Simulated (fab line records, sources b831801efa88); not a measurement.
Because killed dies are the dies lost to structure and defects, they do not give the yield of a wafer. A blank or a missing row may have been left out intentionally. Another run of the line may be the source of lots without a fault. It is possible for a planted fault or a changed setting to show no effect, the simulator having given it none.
fab line records	flow gf180mcu
[record] lots = 11	wafers = 33	last-day = 34
route steps=602 shown MVSD@73 VT_IMPLANT@108
lots that met no fault: taken from a fault-free run of the same line
start-h: hours from the record's first day to the start of the lot's first wafer shown	wait-h: hours from the lot's prior step to this one	" as in the row above	L1.1+2: a row that stands for several wafers	- no value, or no start given	* or withheld: withheld	< > ~ a bound
route shown NAME@n: a module of which the file shows steps, and the number in the route of the first	usual: mean/standard deviation taken from wafers without a fault	same: alike in all rows	chamber/n: place in a boat	sites: the reading at each site	_std_site: the values' standard deviation	_edge_site: outer sites' mean less inner sites'	radius-mm: how far each site lies from the wafer's centre	mask NAME#n: copy n	behind: the most recent tool/chamber to have shaped the wafer	hold: cause of the lot's hold/its duration in hours/its outcome	device: the transistor (n, p or np) that didn't switch	end of line: the route-end tests of the same wafers	a step with no rows: only its recipe	killed: the dies lost at the first sort to structure and to defects; this is not the yield of the wafer	map: dies across one wafer; x = killed, . = not, _ = none there
set.NAME: the run value of the setting; set.NAME@STEP: its run value at that earlier step	model.NAME: the simulator's own value behind a step, which no gauge read
a sample of lots followed through the steps of the route, with each step as a table and each wafer as a row
services: the hour from which a tool's chamber was out of use, counted from the record's first day as start-h (under 0 if before that day), plus the number of hours and why
[[steps]]
[step GF_MVSD_OVL_MEAS_07]
[usual] MVSD_OVL = -0.3/1.3
lot.wafer	tool	chamber	start-h	wait-h	MVSD_OVL[nm]
L726.3	overlay-01	-	93.30	-	-2.2
L726.4	"	-	"	"	-1.0
L726.5	"	-	"	"	-0.6
L727.1	overlay-01	-	98.67	-	-0.8
L727.2	"	-	"	"	-1.4
L727.6	"	-	"	"	0.1
L729.4	overlay-02	-	111.93	-	0.7
L729.5	"	-	"	"	0.7
L729.6	"	-	"	"	0.7
L732.1	overlay-01	-	129.82	-	-1.3
L732.3	"	-	"	"	0.0
L732.5	"	-	"	"	-0.6
L740.2	overlay-01	-	176.67	-	0.4
L740.5	"	-	"	"	-1.7
L740.6	"	-	"	"	0.2
L741.2	overlay-02	-	184.17	-	-0.9
L741.4	"	-	"	"	-1.7
L741.6	"	-	"	"	0.1
L743.4	overlay-02	-	194.98	-	-0.2
L743.5	"	-	"	"	-1.3
L743.6	"	-	"	"	-1.8
L744.1	overlay-01	-	200.57	-	1.1
L744.2	"	-	"	"	-0.9
L744.3	"	-	"	"	1.0
L745.2	overlay-02	-	205.87	-	-0.8
L745.3	"	-	"	"	1.7
L745.4	"	-	"	"	0.8
L746.2	overlay-01	-	213.29	-	-0.7
L746.4	"	-	"	"	-0.4
L746.6	"	-	"	"	1.4
L747.2	overlay-01	-	217.02	-	-2.8
L747.5	"	-	"	"	-2.1
L747.6	"	-	"	"	-0.7
[step GF_VT_IMPLANT_OVL_MEAS_18]
[usual] VT_IMPLANT_01_OVL = 0.9/1.2
lot.wafer	tool	chamber	start-h	wait-h	VT_IMPLANT_01_OVL[nm]
L726.3	overlay-01	-	138.93	0.1	2.2
L726.4	"	-	"	"	1.0
L726.5	"	-	"	"	2.0
L727.1	overlay-01	-	144.16	0.1	-0.1
L727.2	"	-	"	"	-1.4
L727.6	"	-	"	"	-0.1
L729.4	overlay-02	-	157.38	0.1	-0.5
L729.5	"	-	"	"	0.3
L729.6	"	-	"	"	0.2
L732.1	overlay-01	-	177.21	0.1	2.0
L732.3	"	-	"	"	2.5
L732.5	"	-	"	"	1.9
L740.2	overlay-01	-	229.87	0.1	0.2
L740.5	"	-	"	"	0.6
L740.6	"	-	"	"	0.2
L741.2	overlay-02	-	238.42	0.1	3.9
L741.4	"	-	"	"	1.7
L741.6	"	-	"	"	0.4
L743.4	overlay-02	-	249.17	0.1	1.1
L743.5	"	-	"	"	3.5
L743.6	"	-	"	"	3.0
L744.1	overlay-02	-	255.21	0.1	0.7
L744.2	"	-	"	"	-0.7
L744.3	"	-	"	"	0.5
L745.2	overlay-01	-	261.37	0.1	-0.7
L745.3	"	-	"	"	-1.6
L745.4	"	-	"	"	0.3
L746.2	overlay-01	-	269.57	0.1	0.6
L746.4	"	-	"	"	-1.2
L746.6	"	-	"	"	1.7
L747.2	overlay-01	-	273.71	0.1	2.0
L747.5	"	-	"	"	2.2
L747.6	"	-	"	"	-0.4
[step GF_VT_IMPLANT_STRIP_20]
[recipe] chemistry = O2/N2	power-w = 1400	pressure-mtorr = 1500	platen-temp-c = 250	o2-flow-sccm = 3000	n2-flow-sccm = 300	overash-fraction = 0.5
[usual] drypump-motor-current-A = 5.8/0.41	heater-power-w = 327/26	oes-product-au = 0.716/0.0044	strip-time-to-endpoint-s = 12.64/0.03
[same] overash-fraction = 0.5
lot.wafer	tool	chamber	start-h	wait-h	drypump-motor-current-A	heater-power-w	oes-product-au	rf-hours-counter-h	strip-time-to-endpoint-s
L726.3	plasma-asher-04	1	139.14	0.1	5.7	362	0.719	-	12.65
L726.4	"	0	"	"	5.2	331	0.708	-	12.66
L726.5	"	0	"	"	5.2	324	0.712	-	12.61
L727.1	plasma-asher-02	1	144.34	0.1	6.2	290	0.716	50	12.67
L727.2	"	0	"	"	6.3	306	0.717	50	12.66
L727.6	"	1	"	"	6.3	281	0.719	-	12.63
L729.4	plasma-asher-03	0	157.59	0.1	5.8	332	0.938	-	-
L729.5	"	0	"	"	5.8	335	0.938	-	-
L729.6	"	1	"	"	5.6	342	0.930	-	-
L732.1	plasma-asher-02	1	177.39	0.1	6.3	287	0.721	53	12.64
L732.3	"	1	"	"	6.3	292	0.719	-	12.65
L732.5	"	1	"	"	6.3	284	0.714	-	12.61
L740.2	plasma-asher-03	0	230.05	0.1	5.9	335	0.713	12	12.70
L740.5	"	0	"	"	5.9	324	0.711	-	12.68
L740.6	"	1	"	"	5.6	358	0.719	-	12.71
L741.2	plasma-asher-02	0	238.60	0.1	6.3	303	0.715	59	12.65
L741.4	"	0	"	"	6.3	295	0.709	-	12.67
L741.6	"	1	"	"	6.3	281	0.714	-	12.62
L743.4	plasma-asher-04	0	249.38	0.1	5.2	330	0.716	-	12.68
L743.5	"	0	"	"	5.2	334	0.719	-	12.61
L743.6	"	1	"	"	5.8	368	0.717	-	12.68
L744.1	plasma-asher-02	0	255.39	0.1	6.3	300	0.723	61	12.65
L744.2	"	1	"	"	6.3	285	0.722	61	12.60
L744.3	"	0	"	"	6.3	310	0.714	-	12.61
L745.2	plasma-asher-03	0	261.55	0.1	5.9	326	0.718	15	12.64
L745.3	"	1	"	"	5.6	345	0.715	-	12.63
L745.4	"	0	"	"	5.9	329	0.714	-	12.69
L746.2	plasma-asher-04	0	269.75	0.1	5.2	332	0.708	59	12.61
L746.4	"	1	"	"	5.8	357	0.718	-	12.56
L746.6	"	1	"	"	5.7	357	0.713	-	12.61
L747.2	plasma-asher-04	0	273.89	0.1	5.2	332	0.712	60	12.65
L747.5	"	0	"	"	5.2	322	0.718	-	12.62
L747.6	"	1	"	"	5.7	347	0.716	-	12.62
[step GF_VT_IMPLANT_STRIP_31]
[recipe] chemistry = O2/N2	power-w = 1400	pressure-mtorr = 1500	platen-temp-c = 250	o2-flow-sccm = 3000	n2-flow-sccm = 300	overash-fraction = 0.5
[usual] drypump-motor-current-A = 5.9/0.36	heater-power-w = 318/27	oes-product-au = 0.716/0.0043	strip-time-to-endpoint-s = 12.64/0.037
[same] overash-fraction = 0.5
lot.wafer	tool	chamber	start-h	wait-h	drypump-motor-current-A	heater-power-w	oes-product-au	rf-hours-counter-h	strip-time-to-endpoint-s
L726.3	plasma-asher-03	0	154.69	0.1	5.9	332	0.715	-	12.61
L726.4	"	1	"	"	5.6	354	0.718	-	12.58
L726.5	"	1	"	"	5.6	358	0.713	-	12.59
L727.1	plasma-asher-02	1	159.90	0.1	6.3	287	0.718	51	12.64
L727.2	"	0	"	"	6.3	306	0.711	51	12.67
L727.6	"	1	"	"	6.3	294	0.712	-	12.66
L729.4	plasma-asher-03	0	174.19	0.1	5.9	338	0.718	-	18.67
L729.5	"	0	"	"	5.9	330	0.712	-	18.70
L729.6	"	1	"	"	5.6	343	0.719	-	18.67
L732.1	plasma-asher-03	1	194.45	0.1	5.6	354	0.717	8	12.60
L732.3	"	0	"	"	5.9	330	0.711	-	12.62
L732.5	"	1	"	"	5.6	350	0.717	-	12.62
L740.2	plasma-asher-02	0	248.70	0.1	6.3	301	0.713	60	12.69
L740.5	"	0	"	"	6.3	304	0.719	-	12.68
L740.6	"	1	"	"	6.3	284	0.711	-	12.64
L741.2	plasma-asher-03	0	257.55	0.1	5.9	326	0.713	15	12.57
L741.4	"	0	"	"	5.8	326	0.714	-	12.55
L741.6	"	0	"	"	5.9	335	0.710	-	12.58
L743.4	plasma-asher-03	1	267.93	0.1	5.6	345	0.712	-	12.59
L743.5	"	0	"	"	5.9	328	0.716	-	12.58
L743.6	"	1	"	"	5.6	358	0.717	-	12.57
L744.1	plasma-asher-02	1	275.09	0.1	6.3	283	0.714	63	12.63
L744.2	"	0	"	"	6.3	303	0.723	63	12.69
L744.3	"	1	"	"	6.2	284	0.714	-	12.63
L745.2	plasma-asher-02	1	280.65	0.1	6.3	286	0.717	63	12.64
L745.3	"	1	"	"	6.2	292	0.723	-	12.58
L745.4	"	0	"	"	6.3	301	0.715	-	12.62
L746.2	plasma-asher-04	1	288.66	0.1	5.7	354	0.719	61	12.68
L746.4	"	1	"	"	5.7	362	0.722	-	12.70
L746.6	"	1	"	"	5.7	367	0.715	-	12.67
L747.2	plasma-asher-03	1	293.75	0.1	5.6	349	0.715	19	12.61
L747.5	"	1	"	"	5.6	351	0.721	-	12.64
L747.6	"	0	"	"	5.8	329	0.710	-	12.60
[step GF_VT_IMPLANT_TW_MEAS_32]
[usual] VT_IMPLANT_3_TW = 269.0/2.5
lot.wafer	tool	chamber	start-h	wait-h	hold	VT_IMPLANT_3_TW
L726.3	film-metro-03	-	154.77	0.1	-	267.6
L726.4	"	-	"	"	-	267.9
L726.5	"	-	"	"	-	268.2
L727.1	film-metro-02	-	160.00	0.1	-	266.1
L727.2	"	-	"	"	-	265.7
L727.6	"	-	"	"	-	267.6
L729.4	film-metro-03	-	174.28	0.1	await-dispo/0.2h/release	30.2
L729.5	"	-	"	"	await-dispo/0.2h/release	30.1
L729.6	"	-	"	"	await-dispo/0.2h/release	30.2
L729.4	film-metro-03	-	174.51	0.2	-	30.1
L729.5	"	-	"	"	-	30.2
L729.6	"	-	"	"	-	30.1
L732.1	film-metro-02	-	194.55	0.1	-	267.5
L732.3	"	-	"	"	-	265.7
L732.5	"	-	"	"	-	265.3
L740.2	film-metro-03	-	248.81	0.1	-	269.9
L740.5	"	-	"	"	-	269.5
L740.6	"	-	"	"	-	268.9
L741.2	film-metro-01	-	257.66	0.1	-	270.9
L741.4	"	-	"	"	-	271.5
L741.6	"	-	"	"	-	272.7
L743.4	film-metro-02	-	268.03	0.1	-	265.2
L743.5	"	-	"	"	-	265.0
L743.6	"	-	"	"	-	265.5
L744.1	film-metro-01	-	275.19	0.1	-	271.9
L744.2	"	-	"	"	-	271.6
L744.3	"	-	"	"	-	272.0
L745.2	film-metro-03	-	280.76	0.1	-	265.9
L745.3	"	-	"	"	-	265.7
L745.4	"	-	"	"	-	267.6
L746.2	film-metro-02	-	288.77	0.1	-	268.6
L746.4	"	-	"	"	-	268.0
L746.6	"	-	"	"	-	267.1
L747.2	film-metro-01	-	293.86	0.1	-	270.1
L747.5	"	-	"	"	-	272.4
L747.6	"	-	"	"	-	272.2
[step GF_VT_IMPLANT_STRIP_42]
[recipe] chemistry = O2/N2	power-w = 1400	pressure-mtorr = 1500	platen-temp-c = 250	o2-flow-sccm = 3000	n2-flow-sccm = 300	overash-fraction = 0.5
[usual] drypump-motor-current-A = 5.9/0.37	heater-power-w = 320/26	oes-product-au = 0.716/0.0045	strip-time-to-endpoint-s = 12.64/0.039
[same] overash-fraction = 0.5
lot.wafer	tool	chamber	start-h	wait-h	drypump-motor-current-A	heater-power-w	oes-product-au	rf-hours-counter-h	strip-time-to-endpoint-s
L726.3	plasma-asher-02	1	170.58	0.1	6.2	285	0.716	-	12.63
L726.4	"	0	"	"	6.3	304	0.714	-	12.63
L726.5	"	1	"	"	6.2	282	0.715	-	12.64
L727.1	plasma-asher-02	1	175.79	0.1	6.2	283	0.715	53	12.65
L727.2	"	0	"	"	6.3	298	0.720	53	12.63
L727.6	"	1	"	"	6.2	288	0.714	-	12.64
L732.1	plasma-asher-02	0	211.94	0.1	6.3	305	0.714	57	12.65
L732.3	"	0	"	"	6.3	305	0.715	-	12.63
L732.5	"	1	"	"	6.2	289	0.711	-	12.58
L740.2	plasma-asher-04	1	267.74	0.1	5.8	351	0.720	59	12.65
L740.5	"	0	"	"	5.2	333	0.717	-	12.65
L740.6	"	1	"	"	5.8	356	0.712	-	12.66
L741.2	plasma-asher-02	1	276.80	0.1	6.2	291	0.723	63	12.61
L741.4	"	1	"	"	6.2	279	0.723	-	12.58
L741.6	"	1	"	"	6.3	281	0.711	-	12.64
L743.4	plasma-asher-03	1	287.43	0.1	5.6	352	0.715	-	12.65
L743.5	"	1	"	"	5.6	345	0.710	-	12.64
L743.6	"	0	"	"	5.9	340	0.713	-	12.66
L744.1	plasma-asher-03	0	295.34	0.1	5.8	334	0.715	19	12.61
L744.2	"	1	"	"	5.6	359	0.719	19	12.63
L744.3	"	0	"	"	5.9	319	0.713	-	12.64
L745.2	plasma-asher-03	0	301.15	0.1	5.8	333	0.723	19	12.63
L745.3	"	0	"	"	5.8	331	0.718	-	12.63
L745.4	"	1	"	"	5.6	362	0.717	-	12.63
L746.2	plasma-asher-02	1	309.34	0.1	6.3	282	0.715	66	12.67
L746.4	"	0	"	"	6.3	297	0.717	-	12.62
L746.6	"	0	"	"	6.2	304	0.714	-	12.62
L747.2	plasma-asher-02	1	314.00	0.1	6.3	286	0.719	67	12.61
L747.5	"	1	"	"	6.2	285	0.705	-	12.60
L747.6	"	0	"	"	6.3	302	0.722	-	12.60
[[services]]
tool	chamber	start-h	hours	kind
plasma-asher-03	0	117.75	-	clean
plasma-asher-03	1	117.75	-	clean
plasma-asher-02	-	239.76	0.4	repair
plasma-asher-04	-	254.93	1.7	repair
[[key]]
[first-sign] step = GF_VT_IMPLANT_STRIP_20	reading = oes-product-au	direction = up	sigmas = 49	usual = 0.716	struck = 0.935
[effect] step = GF_VT_IMPLANT_STRIP_31	reading = strip-time-to-endpoint-s	direction = up	sigmas = 99+	usual = *	struck = *
[effect] step = GF_VT_IMPLANT_TW_MEAS_32	reading = visit	direction = added
[effect] step = GF_VT_IMPLANT_TW_MEAS_32	reading = VT_IMPLANT_3_TW	direction = down	sigmas = 94	usual = 269.0	struck = 30.1
met-at GF_VT_IMPLANT_STRIP_20
struck-lots L729
scrapped-behind GF_VT_IMPLANT_TW_MEAS_32 L729.4,L729.5,L729.6
not-acting-at GF_MVSD_OVL_MEAS_07,GF_VT_IMPLANT_OVL_MEAS_18,GF_VT_IMPLANT_STRIP_42
[fault] kind = strip-aborted	tool = plasma-asher-03	chamber = -	onset-h = 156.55	steps = GF_VT_IMPLANT_STRIP_20	offset = 0.66397	end-h = 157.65
